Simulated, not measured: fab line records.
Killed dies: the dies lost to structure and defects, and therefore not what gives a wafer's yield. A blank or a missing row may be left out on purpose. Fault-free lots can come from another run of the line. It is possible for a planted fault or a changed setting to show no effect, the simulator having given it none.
Which tool did it? + flow sky130 + Sampling: 14 lots, 42 wafers, 4 of 708 route steps

## WHAT THE GAUGES SHOWED, per wafer
Not one reading of a measure or inspect step in the record can be checked against a usual standard deviation.

## WHICH TOOL RAN EACH LOT (tool, then ch and the chambers of the sampled wafers, then the start)
| lot  | SKY_METAL2_SPUTTER_03        | SKY_METAL2_ETCH_18                | SKY_VIA2_ETCH_14                   | SKY_VIA2_CVD_21               |
|------|------------------------------|-----------------------------------|------------------------------------|-------------------------------|
| L664 | pvd sputter-03, day 35 16:29 | rie metal-03 ch 0,1, day 36 19:16 | rie diel-02 ch 0,2,3, day 37 23:34 | cvd w-01 ch 0,1, day 38 00:19 |
| L666 | pvd sputter-03, day 36 02:39 | rie metal-04 ch 0,1, day 37 06:07 | rie diel-04 ch 2,3, day 38 09:52   | cvd w-01 ch 0,1, day 38 10:37 |
| L668 | pvd sputter-04, day 37 08:01 | rie metal-04 ch 1, day 38 11:32   | rie diel-03 ch 0,3, day 39 14:37   | cvd w-02 ch 0,1, day 39 15:25 |
| L669 | pvd sputter-01, day 37 09:51 | rie metal-01 ch 1, day 38 12:56   | rie diel-03 ch 0,1,2, day 39 16:58 | cvd w-01 ch 0,1, day 39 17:43 |
| L671 | pvd sputter-03, day 38 03:41 | rie metal-04 ch 0,1, day 39 06:40 | rie diel-04 ch 1,2,3, day 40 09:19 | cvd w-01 ch 0,1, day 40 10:06 |
| L672 | pvd sputter-01, day 38 10:58 | rie metal-04 ch 0,1, day 39 13:32 | rie diel-03 ch 0,3, day 40 16:16   | cvd w-01 ch 0,1, day 40 17:01 |
| L673 | pvd sputter-03, day 38 13:53 | rie metal-03 ch 0,1, day 39 16:17 | rie diel-04 ch 0,1,2, day 40 19:37 | cvd w-02 ch 0,1, day 40 20:22 |
| L674 | pvd sputter-01, day 39 01:11 | rie metal-03 ch 0, day 40 03:13   | rie diel-04 ch 0,1, day 41 05:34   | cvd w-01 ch 0,1, day 41 06:19 |
| L679 | pvd sputter-03, day 40 05:20 | rie metal-03 ch 0,1, day 41 06:58 | rie diel-02 ch 0,1,2, day 42 09:31 | cvd w-01 ch 0,1, day 42 10:18 |
| L682 | pvd sputter-04, day 40 23:42 | rie metal-01 ch 0,1, day 42 01:20 | rie diel-02 ch 1,2,3, day 43 03:25 | cvd w-02 ch 0,1, day 43 04:10 |
| L683 | pvd sputter-01, day 41 06:26 | rie metal-04 ch 0,1, day 42 08:23 | rie diel-02 ch 1,2,3, day 43 10:10 | cvd w-01 ch 0, day 43 10:58   |
| L684 | pvd sputter-03, day 41 11:05 | rie metal-01 ch 0,1, day 42 12:47 | rie diel-02 ch 1,2,3, day 43 14:43 | cvd w-01 ch 0, day 43 15:31   |
| L685 | pvd sputter-01, day 41 21:57 | rie metal-03 ch 0,1, day 42 22:50 | rie diel-04 ch 0,1,2, day 44 00:25 | cvd w-01 ch 0,1, day 44 01:12 |
| L687 | pvd sputter-03, day 42 08:23 | rie metal-03 ch 0,1, day 43 09:10 | rie diel-03 ch 1,2,3, day 44 10:22 | cvd w-01 ch 0,1, day 44 11:08 |
- SKY_METAL2_SPUTTER_03: material Ti, target thk 5 nm, time 3.3 s.
- SKY_METAL2_ETCH_18: etches BARC in N2/H2, stops on SiO2, time 44.14 s, target depth 60 nm.
- SKY_VIA2_ETCH_14: etches BARC in N2/H2, stops on SiO2, time 45.9 s, target depth 60 nm.
- SKY_VIA2_CVD_21: deposits W, target thk 420 nm, time 126.4 s.

## WHAT THE TOOLS THEMSELVES READ (means of the sampled wafers that have a number; where no wafer has one, the mark that the record gives instead)
SKY_METAL2_SPUTTER_03. Usual: throttle valve pct 30.3 %, standard deviation 1.1.
| lot  | tool           | throttle valve pct (%) | flag |
|------|----------------|------------------------|------|
| L664 | pvd sputter-03 | 30.5                   |      |
| L666 | pvd sputter-03 | 30.7                   |      |
| L668 | pvd sputter-04 | 30.9                   |      |
| L669 | pvd sputter-01 | 29.7                   |      |
| L671 | pvd sputter-03 | 30.6                   |      |
| L672 | pvd sputter-01 | 29.0                   |      |
| L673 | pvd sputter-03 | 30.3                   |      |
| L674 | pvd sputter-01 | 29.4                   |      |
| L679 | pvd sputter-03 | 30.5                   |      |
| L682 | pvd sputter-04 | 30.7                   |      |
| L683 | pvd sputter-01 | 29.2                   |      |
| L684 | pvd sputter-03 | 29.6                   |      |
| L685 | pvd sputter-01 | 30.0                   |      |
| L687 | pvd sputter-03 | 30.4                   |      |

SKY_METAL2_ETCH_18. Usual: bias w 100.01 W, standard deviation 0.29; drypump motor current A 5.7 A, standard deviation 0.37; oes product au 0.873 a.u., standard deviation 0.0045; throttle valve pct 13.225 %, standard deviation 0.0092.
| lot  | tool         | bias w (W) | drypump motor current A (A) | oes product au (a.u.) | throttle valve pct (%) | flag |
|------|--------------|------------|-----------------------------|-----------------------|------------------------|------|
| L664 | rie metal-03 | 99.92      | 6.1                         | 0.877                 | 13.228                 |      |
| L666 | rie metal-04 | 100.33     | 5.7                         | 0.874                 | 13.222                 |      |
| L668 | rie metal-04 | 99.76      | 5.9                         | 0.873                 | 13.229                 |      |
| L669 | rie metal-01 | 100.07     | 5.1                         | 0.871                 | 13.219                 |      |
| L671 | rie metal-04 | 100.07     | 5.7                         | 0.881                 | 13.215                 |      |
| L672 | rie metal-04 | 99.93      | 5.7                         | 0.869                 | 13.215                 |      |
| L673 | rie metal-03 | 99.86      | 6.1                         | 0.875                 | 13.227                 |      |
| L674 | rie metal-03 | 100.47     | 5.5                         | 0.874                 | 13.227                 |      |
| L679 | rie metal-03 | 99.98      | 6.1                         | 0.871                 | 13.224                 |      |
| L682 | rie metal-01 | 100.15     | 5.6                         | 0.872                 | 13.224                 |      |
| L683 | rie metal-04 | 100.24     | 5.8                         | 0.875                 | 13.226                 |      |
| L684 | rie metal-01 | 99.85      | 5.4                         | 0.875                 | 13.225                 |      |
| L685 | rie metal-03 | 100.16     | 5.8                         | 0.870                 | 13.228                 |      |
| L687 | rie metal-03 | 99.86      | 5.8                         | 0.868                 | 13.231                 |      |

SKY_VIA2_ETCH_14. Usual: bias w 100.0 W, standard deviation 0.34; drypump motor current A 5.7 A, standard deviation 0.53; oes product au 0.856 a.u., standard deviation 0.0044; run length s 74.0 s, standard deviation 0.35; throttle valve pct 13.225 %, standard deviation 0.0093.
| lot  | tool        | bias w (W) | drypump motor current A (A) | oes product au (a.u.) | run length s (s) | throttle valve pct (%) | flag |
|------|-------------|------------|-----------------------------|-----------------------|------------------|------------------------|------|
| L664 | rie diel-02 | 100.0      | 5.8                         | 0.857                 | 73.8             | 13.232                 |      |
| L666 | rie diel-04 | 100.0      | 5.6                         | 0.860                 | 73.8             | 13.228                 |      |
| L668 | rie diel-03 | 100.0      | 5.8                         | 0.850                 | 74.3             | 13.219                 |      |
| L669 | rie diel-03 | 100.1      | 5.7                         | 0.853                 | 73.9             | 13.224                 |      |
| L671 | rie diel-04 | 100.0      | 5.6                         | 0.853                 | 73.8             | 13.233                 |      |
| L672 | rie diel-03 | 99.5       | 5.8                         | 0.858                 | 74.3             | 13.226                 |      |
| L673 | rie diel-04 | 99.8       | 5.7                         | 0.881                 | 72.5             | 13.230                 | OFF  |
| L674 | rie diel-04 | 99.9       | 5.5                         | 0.908                 | 71.2             | 13.223                 | OFF  |
| L679 | rie diel-02 | 100.0      | 5.5                         | 0.854                 | 73.9             | 13.220                 |      |
| L682 | rie diel-02 | 100.0      | 5.7                         | 0.857                 | 73.9             | 13.211                 |      |
| L683 | rie diel-02 | 99.9       | 5.7                         | 0.861                 | 73.9             | 13.223                 |      |
| L684 | rie diel-02 | 100.3      | 5.7                         | 0.860                 | 74.1             | 13.226                 |      |
| L685 | rie diel-04 | 100.0      | 5.6                         | 0.857                 | 73.8             | 13.224                 |      |
| L687 | rie diel-03 | 99.8       | 6.3                         | 0.849                 | 74.3             | 13.236                 |      |

SKY_VIA2_CVD_21. Usual: heater power w 846 W, standard deviation 48.
| lot  | tool     | heater power w (W) | flag |
|------|----------|--------------------|------|
| L664 | cvd w-01 | 879                |      |
| L666 | cvd w-01 | 894                |      |
| L668 | cvd w-02 | 899                |      |
| L669 | cvd w-01 | 809                |      |
| L671 | cvd w-01 | 816                |      |
| L672 | cvd w-01 | 821                |      |
| L673 | cvd w-02 | 904                |      |
| L674 | cvd w-01 | 821                |      |
| L679 | cvd w-01 | 826                |      |
| L682 | cvd w-02 | 883                |      |
| L683 | cvd w-01 | 786                |      |
| L684 | cvd w-01 | 798                |      |
| L685 | cvd w-01 | 828                |      |
| L687 | cvd w-01 | 846                |      |

## THE ANSWER, worked out from the rows above alone
Rule: a lot is off if the mean of its wafers that have a number lies more than 3 standard deviations from the usual mean. A lot without any number at a reading at which 4 lots or more have one is off too. Any other lot the step has rows for is counted as sound. First the gauges in route order, then the tools' own readings, where a lot's mean is used as printed above. The first step at which some lot is off is used, and at that step the reading that is off furthest; a lot without a number counts as furthest.
Off: L673, L674 (SKY_VIA2_ETCH_14, oes product au).
If a tool, at that step or one of the process steps before it, ran each lot that is off and ran no sound lot following the first of them, it fits. No candidate that was tried fits.

## WHAT THE SIMULATOR HAD PUT IN
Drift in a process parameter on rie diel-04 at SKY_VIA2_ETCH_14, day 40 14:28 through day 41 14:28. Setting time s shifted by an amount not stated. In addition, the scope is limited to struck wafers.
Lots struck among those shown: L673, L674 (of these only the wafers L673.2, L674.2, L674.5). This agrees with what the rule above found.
